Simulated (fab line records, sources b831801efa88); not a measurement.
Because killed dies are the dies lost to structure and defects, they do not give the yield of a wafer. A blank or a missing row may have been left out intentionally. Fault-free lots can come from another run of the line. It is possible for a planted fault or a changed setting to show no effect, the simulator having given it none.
Which tool is to blame? / flow sfqLine / 14 lots, 42 wafers sampled, at 4 steps of a route of 325

## WHAT EACH GAUGE READ, for each wafer
SFQ_I5_OVL_MEAS_936.
lot=L531; measured=day 61 09:38; on=overlay-01; I5_OVL (nm)=12 15 6
lot=L533; measured=day 65 22:36; on=overlay-01; I5_OVL (nm)=6 2 2
lot=L534; measured=day 66 04:37; on=overlay-01; I5_OVL (nm)=2 7 1
lot=L535; measured=day 66 09:24; on=overlay-01; I5_OVL (nm)=-6 0 1
lot=L536; measured=day 70 19:17; on=overlay-01; I5_OVL (nm)=5 1 7
lot=L537; measured=day 71 00:05; on=overlay-01; I5_OVL (nm)=-5 -7 -6
lot=L539; measured=day 71 21:41; on=overlay-01; I5_OVL (nm)=-9 -7 0
lot=L541; measured=day 72 03:49; on=overlay-02; I5_OVL (nm)=16 7 15
lot=L543; measured=day 72 19:21; on=overlay-01; I5_OVL (nm)=2 4 6
lot=L544; measured=day 76 23:20; on=overlay-01; I5_OVL (nm)=-3 -5 -5
lot=L546; measured=day 77 06:32; on=overlay-02; I5_OVL (nm)=- - -
lot=L547; measured=day 77 12:32; on=overlay-02; I5_OVL (nm)=- - -
lot=L552; measured=day 81 10:18; on=overlay-02; I5_OVL (nm)=6 -1 -1
lot=L554; measured=day 82 17:43; on=overlay-01; I5_OVL (nm)=6 3 5

## TOOL THAT RAN EACH LOT (tool first, then ch and the chambers of the sampled wafers, then the start)
lot=L531; SFQ_TRILAYER_L0_STRIP_STRIP_009=rieMetal-03 ch 0,1, day 4 13:18; SFQ_TRILAYER_I2_VIA_BARC_OPEN_VIA_ETCH_096=rieDiel-01 ch 1,2,3, day 42 15:13; SFQ_TRILAYER_M3_LITHO_PEB_078=lithoTrack-03 ch 0, day 43 20:26
lot=L533; SFQ_TRILAYER_L0_STRIP_STRIP_009=rieMetal-04 ch 0,1, day 4 18:06; SFQ_TRILAYER_I2_VIA_BARC_OPEN_VIA_ETCH_096=rieDiel-02 ch 0,3, day 42 22:25; SFQ_TRILAYER_M3_LITHO_PEB_078=lithoTrack-04 ch 0, day 43 22:52
lot=L534; SFQ_TRILAYER_L0_STRIP_STRIP_009=rieMetal-02 ch 0,1, day 5 00:18; SFQ_TRILAYER_I2_VIA_BARC_OPEN_VIA_ETCH_096=rieDiel-03 ch 1,3, day 43 09:13; SFQ_TRILAYER_M3_LITHO_PEB_078=lithoTrack-03 ch 0, day 44 00:05
lot=L535; SFQ_TRILAYER_L0_STRIP_STRIP_009=rieMetal-02 ch 0,1, day 5 11:46; SFQ_TRILAYER_I2_VIA_BARC_OPEN_VIA_ETCH_096=rieDiel-03 ch 0,2, day 43 23:45; SFQ_TRILAYER_M3_LITHO_PEB_078=lithoTrack-02 ch 0, day 44 03:08
lot=L536; SFQ_TRILAYER_L0_STRIP_STRIP_009=rieMetal-02 ch 0,1, day 5 16:34; SFQ_TRILAYER_I2_VIA_BARC_OPEN_VIA_ETCH_096=rieDiel-01 ch 1,2,3, day 44 16:33; SFQ_TRILAYER_M3_LITHO_PEB_078=lithoTrack-03 ch 0, day 44 21:16
lot=L537; SFQ_TRILAYER_L0_STRIP_STRIP_009=rieMetal-02 ch 0,1, day 5 21:22; SFQ_TRILAYER_I2_VIA_BARC_OPEN_VIA_ETCH_096=rieDiel-01 ch 0,2,3, day 44 18:57; SFQ_TRILAYER_M3_LITHO_PEB_078=lithoTrack-02 ch 0, day 44 23:40
lot=L539; SFQ_TRILAYER_L0_STRIP_STRIP_009=rieMetal-02 ch 0,1, day 6 06:58; SFQ_TRILAYER_I2_VIA_BARC_OPEN_VIA_ETCH_096=rieDiel-03 ch 0,1, day 45 22:33; SFQ_TRILAYER_M3_LITHO_PEB_078=lithoTrack-03 ch 0, day 51 04:53
lot=L541; SFQ_TRILAYER_L0_STRIP_STRIP_009=rieMetal-04 ch 0,1, day 6 16:46; SFQ_TRILAYER_I2_VIA_BARC_OPEN_VIA_ETCH_096=rieDiel-03 ch 0,1, day 46 04:38; SFQ_TRILAYER_M3_LITHO_PEB_078=lithoTrack-03 ch 0, day 51 12:08
lot=L543; SFQ_TRILAYER_L0_STRIP_STRIP_009=rieMetal-04 ch 0,1, day 7 02:10; SFQ_TRILAYER_I2_VIA_BARC_OPEN_VIA_ETCH_096=rieDiel-02 ch 0,1,2, day 46 07:02; SFQ_TRILAYER_M3_LITHO_PEB_078=lithoTrack-02 ch 0, day 51 15:41
lot=L544; SFQ_TRILAYER_L0_STRIP_STRIP_009=rieMetal-02 ch 0,1, day 7 07:10; SFQ_TRILAYER_I2_VIA_BARC_OPEN_VIA_ETCH_096=rieDiel-03 ch 0,1,2, day 46 08:14; SFQ_TRILAYER_M3_LITHO_PEB_078=lithoTrack-04 ch 0, day 51 18:08
lot=L546; SFQ_TRILAYER_L0_STRIP_STRIP_009=rieMetal-04 ch 0,1, day 7 20:50; SFQ_TRILAYER_I2_VIA_BARC_OPEN_VIA_ETCH_096=rieDiel-02 ch 0,1,3, day 46 13:02; SFQ_TRILAYER_M3_LITHO_PEB_078=lithoTrack-02, day 52 00:08
lot=L547; SFQ_TRILAYER_L0_STRIP_STRIP_009=rieMetal-04 ch 0, day 8 05:33; SFQ_TRILAYER_I2_VIA_BARC_OPEN_VIA_ETCH_096=rieDiel-03 ch 0,2, day 46 14:14; SFQ_TRILAYER_M3_LITHO_PEB_078=lithoTrack-03, day 52 02:32
lot=L552; SFQ_TRILAYER_L0_STRIP_STRIP_009=rieMetal-04 ch 0,1, day 9 09:49; SFQ_TRILAYER_I2_VIA_BARC_OPEN_VIA_ETCH_096=rieDiel-01 ch 0,1,3, day 47 02:27; SFQ_TRILAYER_M3_LITHO_PEB_078=lithoTrack-03 ch 0, day 52 15:43
lot=L554; SFQ_TRILAYER_L0_STRIP_STRIP_009=rieMetal-04 ch 0,1, day 9 18:13; SFQ_TRILAYER_I2_VIA_BARC_OPEN_VIA_ETCH_096=rieDiel-01 ch 0,1,3, day 47 08:27; SFQ_TRILAYER_M3_LITHO_PEB_078=lithoTrack-03 ch 0, day 52 19:19
- SFQ_TRILAYER_L0_STRIP_STRIP_009: strips in O2.
- SFQ_TRILAYER_I2_VIA_BARC_OPEN_VIA_ETCH_096: etches BARC in O2, target depth 125 nm, time 41.7 s.
- SFQ_TRILAYER_M3_LITHO_PEB_078: peb time 60 s.

## AS READ BY THE TOOLS THEMSELVES (means over the sampled wafers that have a number; for cases with no such wafer, the mark the record gives instead)
SFQ_TRILAYER_L0_STRIP_STRIP_009.
lot=L531; tool=rieMetal-03; drypumpMotorCurrentA (A)=6.3; oesProductAu (a.u.)=0.998
lot=L533; tool=rieMetal-04; drypumpMotorCurrentA (A)=6.0; oesProductAu (a.u.)=0.998
lot=L534; tool=rieMetal-02; drypumpMotorCurrentA (A)=6.1; oesProductAu (a.u.)=1.000
lot=L535; tool=rieMetal-02; drypumpMotorCurrentA (A)=6.2; oesProductAu (a.u.)=1.002
lot=L536; tool=rieMetal-02; drypumpMotorCurrentA (A)=6.1; oesProductAu (a.u.)=0.997
lot=L537; tool=rieMetal-02; drypumpMotorCurrentA (A)=6.1; oesProductAu (a.u.)=1.003
lot=L539; tool=rieMetal-02; drypumpMotorCurrentA (A)=6.0; oesProductAu (a.u.)=1.001
lot=L541; tool=rieMetal-04; drypumpMotorCurrentA (A)=6.0; oesProductAu (a.u.)=0.989
lot=L543; tool=rieMetal-04; drypumpMotorCurrentA (A)=5.6; oesProductAu (a.u.)=1.002
lot=L544; tool=rieMetal-02; drypumpMotorCurrentA (A)=6.1; oesProductAu (a.u.)=0.992
lot=L546; tool=rieMetal-04; drypumpMotorCurrentA (A)=6.0; oesProductAu (a.u.)=0.990
lot=L547; tool=rieMetal-04; drypumpMotorCurrentA (A)=6.4; oesProductAu (a.u.)=0.984
lot=L552; tool=rieMetal-04; drypumpMotorCurrentA (A)=5.5; oesProductAu (a.u.)=1.005
lot=L554; tool=rieMetal-04; drypumpMotorCurrentA (A)=5.6; oesProductAu (a.u.)=1.003

SFQ_TRILAYER_I2_VIA_BARC_OPEN_VIA_ETCH_096.
lot=L531; tool=rieDiel-01; biasW (W)=80.25; drypumpMotorCurrentA (A)=5.9; oesProductAu (a.u.)=0.686
lot=L533; tool=rieDiel-02; biasW (W)=80.14; drypumpMotorCurrentA (A)=5.6; oesProductAu (a.u.)=0.685
lot=L534; tool=rieDiel-03; biasW (W)=79.90; drypumpMotorCurrentA (A)=4.8; oesProductAu (a.u.)=0.685
lot=L535; tool=rieDiel-03; biasW (W)=79.90; drypumpMotorCurrentA (A)=6.2; oesProductAu (a.u.)=0.681
lot=L536; tool=rieDiel-01; biasW (W)=79.87; drypumpMotorCurrentA (A)=5.9; oesProductAu (a.u.)=0.686
lot=L537; tool=rieDiel-01; biasW (W)=80.17; drypumpMotorCurrentA (A)=5.9; oesProductAu (a.u.)=0.688
lot=L539; tool=rieDiel-03; biasW (W)=79.95; drypumpMotorCurrentA (A)=6.0; oesProductAu (a.u.)=0.688
lot=L541; tool=rieDiel-03; biasW (W)=80.12; drypumpMotorCurrentA (A)=5.5; oesProductAu (a.u.)=0.686
lot=L543; tool=rieDiel-02; biasW (W)=80.05; drypumpMotorCurrentA (A)=5.2; oesProductAu (a.u.)=0.689
lot=L544; tool=rieDiel-03; biasW (W)=79.88; drypumpMotorCurrentA (A)=5.7; oesProductAu (a.u.)=0.683
lot=L546; tool=rieDiel-02; biasW (W)=80.02; drypumpMotorCurrentA (A)=5.4; oesProductAu (a.u.)=0.687
lot=L547; tool=rieDiel-03; biasW (W)=79.93; drypumpMotorCurrentA (A)=6.0; oesProductAu (a.u.)=0.686
lot=L552; tool=rieDiel-01; biasW (W)=79.82; drypumpMotorCurrentA (A)=5.5; oesProductAu (a.u.)=0.682
lot=L554; tool=rieDiel-01; biasW (W)=80.03; drypumpMotorCurrentA (A)=5.5; oesProductAu (a.u.)=0.687

SFQ_TRILAYER_M3_LITHO_PEB_078.
lot=L531; tool=lithoTrack-03; chillPlateTempC (C)=23.07; exhaustPa (Pa)=44.6; heaterPowerTotalW (W)=79.17
lot=L533; tool=lithoTrack-04; chillPlateTempC (C)=23.07; exhaustPa (Pa)=45.5; heaterPowerTotalW (W)=79.18
lot=L534; tool=lithoTrack-03; chillPlateTempC (C)=23.01; exhaustPa (Pa)=45.8; heaterPowerTotalW (W)=79.15
lot=L535; tool=lithoTrack-02; chillPlateTempC (C)=22.89; exhaustPa (Pa)=45.6; heaterPowerTotalW (W)=79.12
lot=L536; tool=lithoTrack-03; chillPlateTempC (C)=22.86; exhaustPa (Pa)=45.6; heaterPowerTotalW (W)=79.21
lot=L537; tool=lithoTrack-02; chillPlateTempC (C)=23.07; exhaustPa (Pa)=45.7; heaterPowerTotalW (W)=79.23
lot=L539; tool=lithoTrack-03; chillPlateTempC (C)=23.00; exhaustPa (Pa)=44.8; heaterPowerTotalW (W)=79.19
lot=L541; tool=lithoTrack-03; chillPlateTempC (C)=23.01; exhaustPa (Pa)=45.1; heaterPowerTotalW (W)=79.13
lot=L543; tool=lithoTrack-02; chillPlateTempC (C)=23.04; exhaustPa (Pa)=43.5; heaterPowerTotalW (W)=79.15
lot=L544; tool=lithoTrack-04; chillPlateTempC (C)=22.91; exhaustPa (Pa)=44.6; heaterPowerTotalW (W)=79.10
lot=L546; tool=lithoTrack-02; chillPlateTempC (C)=-; exhaustPa (Pa)=-; heaterPowerTotalW (W)=-
lot=L547; tool=lithoTrack-03; chillPlateTempC (C)=-; exhaustPa (Pa)=-; heaterPowerTotalW (W)=-
lot=L552; tool=lithoTrack-03; chillPlateTempC (C)=23.05; exhaustPa (Pa)=44.5; heaterPowerTotalW (W)=79.10
lot=L554; tool=lithoTrack-03; chillPlateTempC (C)=23.03; exhaustPa (Pa)=45.1; heaterPowerTotalW (W)=79.21

## THE ANSWER, worked out from the rows above alone
Rule: usual is defined by the lots themselves. The widest of any qualifying gaps counts: lots, ordered by their means at a reading, are off when they make up no more than a third of the lots, leave a main group of 4 or more, and stand apart from it by 3 or more times the standard deviation of that group's means. The tables above print the reading to a certain number of digits; a main group whose means all agree to those digits is not used. A lot without any number at a reading at which 4 lots or more have one is off too. All remaining lots with rows at the step are treated as sound. Order of review: gauges by route order, followed by the tools' own readings, for which a lot's mean as printed above is used. At the first step where some lot is off, the reading lying furthest off is the one used; lots without a number count as furthest.
Off: L546, L547, at SFQ_I5_OVL_MEAS_936 (I5_OVL). Without a number there: L546, L547. For the main group the mean is 2 nm and the standard deviation 5.7.
A tool fits if, at a process step before that reading, it ran every lot that is off, and no sound lot after the first of them. Not tried: the gauges at SFQ_I5_OVL_MEAS_936; whatever is off there is also off at SFQ_TRILAYER_M3_LITHO_PEB_078, on other tools, and gauge error can't account for it. Not one of the candidates tried fits.

## WHAT THE SIMULATOR HAD INSERTED
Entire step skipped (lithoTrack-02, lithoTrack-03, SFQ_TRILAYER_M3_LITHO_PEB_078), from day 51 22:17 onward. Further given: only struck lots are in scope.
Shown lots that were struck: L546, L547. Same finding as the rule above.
